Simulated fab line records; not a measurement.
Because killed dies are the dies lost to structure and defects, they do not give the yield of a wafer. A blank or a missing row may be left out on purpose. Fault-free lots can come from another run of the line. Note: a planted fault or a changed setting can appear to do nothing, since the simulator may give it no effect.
Which tool is to blame? || flow sky130 || 36 wafers from 12 lots sampled at 5 of the route's 708 steps

WHAT THE GAUGES READ, wafer by wafer
SKY_NWELL_THK_MEAS_02.
{"lot": "L956", "measured": "day 3 03:10", "on": "film-metro-01", "NWELL_OXIDATION_THK (nm)": "9.82 9.85 9.83"}
{"lot": "L957", "measured": "day 3 07:44", "on": "film-metro-04", "NWELL_OXIDATION_THK (nm)": "9.94 10.05 9.94"}
{"lot": "L958", "measured": "day 3 10:17", "on": "film-metro-04", "NWELL_OXIDATION_THK (nm)": "9.83 9.89 9.95"}
{"lot": "L959", "measured": "day 3 13:01", "on": "film-metro-01", "NWELL_OXIDATION_THK (nm)": "9.74 9.78 9.81"}
{"lot": "L966", "measured": "day 5 04:50", "on": "film-metro-02", "NWELL_OXIDATION_THK (nm)": "9.84 9.85 9.62"}
{"lot": "L967", "measured": "day 5 09:13", "on": "film-metro-02", "NWELL_OXIDATION_THK (nm)": "9.74 9.74 9.59"}
{"lot": "L969", "measured": "day 5 19:25", "on": "film-metro-01", "NWELL_OXIDATION_THK (nm)": "9.81 9.77 9.72"}
{"lot": "L970", "measured": "day 6 02:16", "on": "film-metro-01", "NWELL_OXIDATION_THK (nm)": "9.53 9.76 9.70"}
{"lot": "L971", "measured": "day 6 06:44", "on": "film-metro-02", "NWELL_OXIDATION_THK (nm)": "9.72 9.74 9.74"}
{"lot": "L973", "measured": "day 6 15:30", "on": "film-metro-02", "NWELL_OXIDATION_THK (nm)": "10.23 10.11 9.95"}
{"lot": "L974", "measured": "day 6 20:31", "on": "film-metro-02", "NWELL_OXIDATION_THK (nm)": "9.73 9.74 9.58"}
{"lot": "L976", "measured": "day 7 09:49", "on": "film-metro-04", "NWELL_OXIDATION_THK (nm)": "9.80 9.82 9.86"}

SKY_SONOS_ONO_THK_MEAS_05.
{"lot": "L956", "measured": "day 12 04:11", "on": "film-metro-04", "SONOS_ONO_CVD_04_THK (nm)": "6.63 6.66 6.64"}
{"lot": "L957", "measured": "day 12 11:50", "on": "film-metro-03", "SONOS_ONO_CVD_04_THK (nm)": "6.47 6.62 6.58"}
{"lot": "L958", "measured": "day 12 19:59", "on": "film-metro-04", "SONOS_ONO_CVD_04_THK (nm)": "6.63 6.84 6.78"}
{"lot": "L959", "measured": "day 12 19:59", "on": "film-metro-03", "SONOS_ONO_CVD_04_THK (nm)": "6.69 6.85 6.79"}
{"lot": "L966", "measured": "day 15 12:02", "on": "film-metro-02", "SONOS_ONO_CVD_04_THK (nm)": "5.71 5.70 5.68"}
{"lot": "L967", "measured": "day 15 16:03", "on": "film-metro-03", "SONOS_ONO_CVD_04_THK (nm)": "5.64 5.60 5.66"}
{"lot": "L969", "measured": "day 16 08:35", "on": "film-metro-02", "SONOS_ONO_CVD_04_THK (nm)": "5.77 5.73 5.72"}
{"lot": "L970", "measured": "day 16 23:55", "on": "film-metro-04", "SONOS_ONO_CVD_04_THK (nm)": "5.78 5.89 5.82"}
{"lot": "L971", "measured": "day 17 03:50", "on": "film-metro-04", "SONOS_ONO_CVD_04_THK (nm)": "5.68 5.76 5.70"}
{"lot": "L973", "measured": "day 17 14:58", "on": "film-metro-02", "SONOS_ONO_CVD_04_THK (nm)": "5.72 5.73 5.72"}
{"lot": "L974", "measured": "day 18 01:14", "on": "film-metro-03", "SONOS_ONO_CVD_04_THK (nm)": "5.76 5.91 5.69"}
{"lot": "L976", "measured": "day 18 18:55", "on": "film-metro-04", "SONOS_ONO_CVD_04_THK (nm)": "5.86 5.87 5.85"}

SKY_SPACER_THK_MEAS_01.
{"lot": "L956", "measured": "day 23 14:22", "on": "film-metro-04", "SPACER_CVD_00_THK (nm)": "43.1 42.7 43.1"}
{"lot": "L957", "measured": "day 23 22:41", "on": "film-metro-02", "SPACER_CVD_00_THK (nm)": "43.8 44.1 43.6"}
{"lot": "L958", "measured": "day 24 09:56", "on": "film-metro-01", "SPACER_CVD_00_THK (nm)": "43.5 43.3 43.3"}
{"lot": "L959", "measured": "day 24 04:18", "on": "film-metro-01", "SPACER_CVD_00_THK (nm)": "43.2 43.2 43.3"}
{"lot": "L966", "measured": "day 27 04:16", "on": "film-metro-04", "SPACER_CVD_00_THK (nm)": "43.7 44.0 43.9"}
{"lot": "L967", "measured": "day 27 07:56", "on": "film-metro-04", "SPACER_CVD_00_THK (nm)": "43.2 43.1 42.8"}
{"lot": "L969", "measured": "day 27 23:01", "on": "film-metro-02", "SPACER_CVD_00_THK (nm)": "43.3 43.2 43.3"}
{"lot": "L970", "measured": "day 28 19:56", "on": "film-metro-01", "SPACER_CVD_00_THK (nm)": "43.1 42.8 43.0"}
{"lot": "L971", "measured": "day 28 23:44", "on": "film-metro-02", "SPACER_CVD_00_THK (nm)": "43.4 43.3 43.3"}
{"lot": "L973", "measured": "day 29 07:37", "on": "film-metro-02", "SPACER_CVD_00_THK (nm)": "43.2 43.3 43.1"}
{"lot": "L974", "measured": "day 29 20:29", "on": "film-metro-02", "SPACER_CVD_00_THK (nm)": "43.1 43.2 42.9"}
{"lot": "L976", "measured": "day 30 06:43", "on": "film-metro-02", "SPACER_CVD_00_THK (nm)": "43.0 43.0 42.8"}

WHAT TOOL EACH LOT RAN ON (gives the tool, then ch and the chambers of the sampled wafers, and finally the start)
{"lot": "L956", "SKY_FIELD_ISO_STRIP_16": "plasma-asher-03 ch 0,1, day 2 18:02", "SKY_SONOS_ONO_CVD_04": "lpcvd-03 ch 1, day 12 02:56"}
{"lot": "L957", "SKY_FIELD_ISO_STRIP_16": "plasma-asher-02 ch 0,1, day 3 00:31", "SKY_SONOS_ONO_CVD_04": "lpcvd-03 ch 1, day 12 10:35"}
{"lot": "L958", "SKY_FIELD_ISO_STRIP_16": "plasma-asher-03 ch 0,1, day 3 02:23", "SKY_SONOS_ONO_CVD_04": "lpcvd-03 ch 1, day 12 18:43"}
{"lot": "L959", "SKY_FIELD_ISO_STRIP_16": "plasma-asher-03 ch 0,1, day 3 06:58", "SKY_SONOS_ONO_CVD_04": "lpcvd-03 ch 0, day 12 18:43"}
{"lot": "L966", "SKY_FIELD_ISO_STRIP_16": "plasma-asher-04 ch 0,1, day 4 18:28", "SKY_SONOS_ONO_CVD_04": "lpcvd-03 ch 1, day 15 10:09"}
{"lot": "L967", "SKY_FIELD_ISO_STRIP_16": "plasma-asher-02 ch 0,1, day 5 00:44", "SKY_SONOS_ONO_CVD_04": "lpcvd-03 ch 1, day 15 14:47"}
{"lot": "L969", "SKY_FIELD_ISO_STRIP_16": "plasma-asher-04 ch 0,1, day 5 10:19", "SKY_SONOS_ONO_CVD_04": "lpcvd-03 ch 0, day 16 07:20"}
{"lot": "L970", "SKY_FIELD_ISO_STRIP_16": "plasma-asher-03 ch 0,1, day 5 15:38", "SKY_SONOS_ONO_CVD_04": "lpcvd-03 ch 0, day 16 22:40"}
{"lot": "L971", "SKY_FIELD_ISO_STRIP_16": "plasma-asher-04 ch 0,1, day 5 22:13", "SKY_SONOS_ONO_CVD_04": "lpcvd-03 ch 0, day 17 02:35"}
{"lot": "L973", "SKY_FIELD_ISO_STRIP_16": "plasma-asher-03 ch 0,1, day 6 09:07", "SKY_SONOS_ONO_CVD_04": "lpcvd-03 ch 0, day 17 13:05"}
{"lot": "L974", "SKY_FIELD_ISO_STRIP_16": "plasma-asher-02 ch 0,1, day 6 13:44", "SKY_SONOS_ONO_CVD_04": "lpcvd-03 ch 0, day 17 23:59"}
{"lot": "L976", "SKY_FIELD_ISO_STRIP_16": "plasma-asher-02 ch 0,1, day 7 03:25", "SKY_SONOS_ONO_CVD_04": "lpcvd-03 ch 1, day 18 17:40"}
- SKY_FIELD_ISO_STRIP_16: strips in O2/N2.
- SKY_SONOS_ONO_CVD_04: deposits SiO2 from SiH4/N2O, target thk 5.7199 nm.

AS READ BY THE TOOLS THEMSELVES (means over the sampled wafers that have a number; for cases with no such wafer, the mark the record gives instead)
SKY_FIELD_ISO_STRIP_16.
{"lot": "L956", "tool": "plasma-asher-03", "drypump-motor-current-A (A)": 5.66, "o2-flow-sccm (sccm)": 2999, "oes-product-au (a.u.)": 0.376, "strip-time-to-endpoint-s (s)": 3.47}
{"lot": "L957", "tool": "plasma-asher-02", "drypump-motor-current-A (A)": 5.65, "o2-flow-sccm (sccm)": 2995, "oes-product-au (a.u.)": 0.376, "strip-time-to-endpoint-s (s)": 3.49}
{"lot": "L958", "tool": "plasma-asher-03", "drypump-motor-current-A (A)": 5.75, "o2-flow-sccm (sccm)": 3002, "oes-product-au (a.u.)": 0.375, "strip-time-to-endpoint-s (s)": 3.51}
{"lot": "L959", "tool": "plasma-asher-03", "drypump-motor-current-A (A)": 5.77, "o2-flow-sccm (sccm)": 3006, "oes-product-au (a.u.)": 0.373, "strip-time-to-endpoint-s (s)": 3.55}
{"lot": "L966", "tool": "plasma-asher-04", "drypump-motor-current-A (A)": 5.08, "o2-flow-sccm (sccm)": 3004, "oes-product-au (a.u.)": 0.377, "strip-time-to-endpoint-s (s)": 3.54}
{"lot": "L967", "tool": "plasma-asher-02", "drypump-motor-current-A (A)": 5.65, "o2-flow-sccm (sccm)": 2999, "oes-product-au (a.u.)": 0.373, "strip-time-to-endpoint-s (s)": 3.53}
{"lot": "L969", "tool": "plasma-asher-04", "drypump-motor-current-A (A)": 5.26, "o2-flow-sccm (sccm)": 2991, "oes-product-au (a.u.)": 0.380, "strip-time-to-endpoint-s (s)": 3.57}
{"lot": "L970", "tool": "plasma-asher-03", "drypump-motor-current-A (A)": 5.66, "o2-flow-sccm (sccm)": 2996, "oes-product-au (a.u.)": 0.374, "strip-time-to-endpoint-s (s)": 3.54}
{"lot": "L971", "tool": "plasma-asher-04", "drypump-motor-current-A (A)": 5.26, "o2-flow-sccm (sccm)": 2994, "oes-product-au (a.u.)": 0.381, "strip-time-to-endpoint-s (s)": 3.55}
{"lot": "L973", "tool": "plasma-asher-03", "drypump-motor-current-A (A)": 5.77, "o2-flow-sccm (sccm)": 3003, "oes-product-au (a.u.)": 0.376, "strip-time-to-endpoint-s (s)": 3.57}
{"lot": "L974", "tool": "plasma-asher-02", "drypump-motor-current-A (A)": 5.64, "o2-flow-sccm (sccm)": 2987, "oes-product-au (a.u.)": 0.378, "strip-time-to-endpoint-s (s)": 3.54}
{"lot": "L976", "tool": "plasma-asher-02", "drypump-motor-current-A (A)": 5.64, "o2-flow-sccm (sccm)": 3001, "oes-product-au (a.u.)": 0.379, "strip-time-to-endpoint-s (s)": 3.54}

SKY_SONOS_ONO_CVD_04.
{"lot": "L956", "tool": "lpcvd-03", "spike-tc-lower-C (C)": 900.3, "spike-tc-top-C (C)": 911.1, "zone-power-centre-pct (%)": 17.8}
{"lot": "L957", "tool": "lpcvd-03", "spike-tc-lower-C (C)": 901.0, "spike-tc-top-C (C)": 911.2, "zone-power-centre-pct (%)": 17.8}
{"lot": "L958", "tool": "lpcvd-03", "spike-tc-lower-C (C)": 901.7, "spike-tc-top-C (C)": 910.2, "zone-power-centre-pct (%)": 17.8}
{"lot": "L959", "tool": "lpcvd-03", "spike-tc-lower-C (C)": 900.4, "spike-tc-top-C (C)": 912.7, "zone-power-centre-pct (%)": 19.8}
{"lot": "L966", "tool": "lpcvd-03", "spike-tc-lower-C (C)": 899.9, "spike-tc-top-C (C)": 911.3, "zone-power-centre-pct (%)": 17.9}
{"lot": "L967", "tool": "lpcvd-03", "spike-tc-lower-C (C)": 900.8, "spike-tc-top-C (C)": 911.8, "zone-power-centre-pct (%)": 17.8}
{"lot": "L969", "tool": "lpcvd-03", "spike-tc-lower-C (C)": 900.9, "spike-tc-top-C (C)": 913.1, "zone-power-centre-pct (%)": 19.7}
{"lot": "L970", "tool": "lpcvd-03", "spike-tc-lower-C (C)": 900.6, "spike-tc-top-C (C)": 912.7, "zone-power-centre-pct (%)": 19.7}
{"lot": "L971", "tool": "lpcvd-03", "spike-tc-lower-C (C)": 901.1, "spike-tc-top-C (C)": 913.8, "zone-power-centre-pct (%)": 19.5}
{"lot": "L973", "tool": "lpcvd-03", "spike-tc-lower-C (C)": 901.0, "spike-tc-top-C (C)": 913.1, "zone-power-centre-pct (%)": 19.9}
{"lot": "L974", "tool": "lpcvd-03", "spike-tc-lower-C (C)": 901.3, "spike-tc-top-C (C)": 913.3, "zone-power-centre-pct (%)": 19.8}
{"lot": "L976", "tool": "lpcvd-03", "spike-tc-lower-C (C)": 901.1, "spike-tc-top-C (C)": 910.7, "zone-power-centre-pct (%)": 17.8}

THE ANSWER, worked out from the rows above alone
Rule: usual is defined by the lots themselves. Put in order of their means at a reading, lots are off if they are a third of the lots or fewer, leave a main group of 4 or more, and stand apart from it by a gap of 3 or more times the standard deviation of the main group's means; of several such gaps the widest counts. A main group whose means are all the same, to the digits that the tables above print for the reading, isn't used. A lot without any number at a reading at which 4 lots or more have one is off too. All remaining lots with rows at the step are treated as sound. First the gauges in route order, then the tools' own readings, where a lot's mean is used as printed above. The first step at which some lot is off is used, and at that step the reading that is off furthest; a lot without a number counts as furthest.
Off: at SKY_SONOS_ONO_THK_MEAS_05 (SONOS_ONO_CVD_04_THK), L956, L957, L958, L959. Mean 5.75 nm and standard deviation 0.069 in the main group.
A tool fits if, at a process step before that reading, it ran every lot that is off, and no sound lot after the first of them. Those tools and the gauges at SKY_SONOS_ONO_THK_MEAS_05 are tried in the same way. None of those tried fits.

WHAT THE SIMULATOR HAD PUT IN
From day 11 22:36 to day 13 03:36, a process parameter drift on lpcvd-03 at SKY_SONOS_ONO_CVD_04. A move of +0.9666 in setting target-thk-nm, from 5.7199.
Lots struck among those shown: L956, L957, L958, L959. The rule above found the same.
